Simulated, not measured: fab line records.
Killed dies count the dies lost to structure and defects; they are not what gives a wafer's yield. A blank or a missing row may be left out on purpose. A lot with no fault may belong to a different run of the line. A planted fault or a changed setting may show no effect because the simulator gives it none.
Code-filled problem report in 8D (eight disciplines) form | flow sky130 | the parts of the form that need people (team, actions taken, sign-off) are left out

## 1. PROBLEM STATEMENT
Wafers without a fault read 2.9, standard deviation 1.7; killed_at_M4_up at SKY_PAD_OPEN_PROBE_99 reads a mean of 41.5 on 4 wafers belonging to 2 lots. Measured from the usual mean, that is +23 standard deviations.
Earliest sighting: wafer L183.1 on prober-02 at day 48 20:51. At this step, 15 wafers from 5 lots have a number in the record. Rule for "out", or "out of limits": more than 4 standard deviations from the usual mean. The rest of the wafers with a number are treated as sound.

## 2. WHAT IT IS, WHAT IT ISN'T
question                    | is                             | is not
which readings at this step | killed_at_M4_up                | killed_at_M0_to_M3, killedAtContacts, killedAtFrontEnd, killedAtOther, sort_bin_6_memory
which lots                  | L183, L184                     | L175, L177, L178
which wafers of those lots  | L183.1, L183.6, L184.3, L184.5 | L183.2, L184.2
read on which tools         | prober-01, prober-02           | -
when                        | from day 48 20:51              | up to then (9 sound wafers); but 2 sound wafers of L183, L184 came after

## 3. SUSPECTS, AND WHAT RULES EACH OUT
Counting: if a tool at a process step up to the reading ran every lot that is out, it stays a suspect. Sound lots after the first of them don't rule it out here, since some wafers of a struck lot are sound.
- pvdSputter-03 at SKY_METAL4_SPUTTER_01 (material TiN, target thk 20 nm, time 16.7 s): kept. Every lot that is out went through it, the first being L183 (day 43 10:20); the last sound lot it ran before that was L178 (day 41 21:44).
- plasmaAsher-02 at SKY_METAL5_STRIP_16 (strips in O2/N2): kept. Every lot that is out went through it, the first being L183 (day 47 03:52); the last sound lot it ran before that was L177 (day 45 18:19).
- rieDiel-01 at SKY_PASSIVATION_ETCH_11 (etches the open film in CF4/O2, stops on AlCu, target depth 725 nm, time 161.1 s): kept. Every lot that is out went through it, the first being L183 (day 48 00:35); the last sound lot it ran before that was L177 (day 46 15:50).
Left after counting: pvdSputter-03 at SKY_METAL4_SPUTTER_01, plasmaAsher-02 at SKY_METAL5_STRIP_16, rieDiel-01 at SKY_PASSIVATION_ETCH_11.

## 4. THE CAUSE (what the simulator had put in)
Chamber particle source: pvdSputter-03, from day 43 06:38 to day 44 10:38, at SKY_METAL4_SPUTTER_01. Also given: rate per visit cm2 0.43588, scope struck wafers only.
After counting, 3 suspects remain, this tool included.

## 5. THE EFFECT CHAIN, in route order
Each row: a reading where the mean over the struck wafers with a number is more than 3 standard deviations away from the usual. Only readings whose record carries a usual standard deviation are examined. hours: median over the lots of the time between each lot's start at the first step of this table that gives one and its start at this step. sigmas: the change, counted in usual standard deviations.
hours | step                  | reading              | usual | on struck wafers | change | sigmas
0     | SKY_PAD_OPEN_PROBE_99 | killed_at_M4_up      | 2.9   | 41.5             | +38.6  | +23
0     | SKY_PAD_OPEN_PROBE_99 | sort_bin_3_pad_short | 0.9 % | 2.3              | +1.4   | +3.3
Its process steps:
- SKY_PAD_OPEN_PROBE_99

## 6. WHAT WOULD HAVE CAUGHT IT SOONER
First out-of-limits reading in this record: day 48 20:51, which is 134 hours after fault onset at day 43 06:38.
No tool reading at SKY_METAL4_SPUTTER_01 that has a usual standard deviation in the record was out on any struck wafer, so an alarm limit of 4 standard deviations on those readings would not have fired.
The start of SKY_METAL4_SPUTTER_01 on pvdSputter-03 came by day 48 20:51 for every one of the lots that are out (2). Had the tool been put on hold then, not one of them would have been saved.
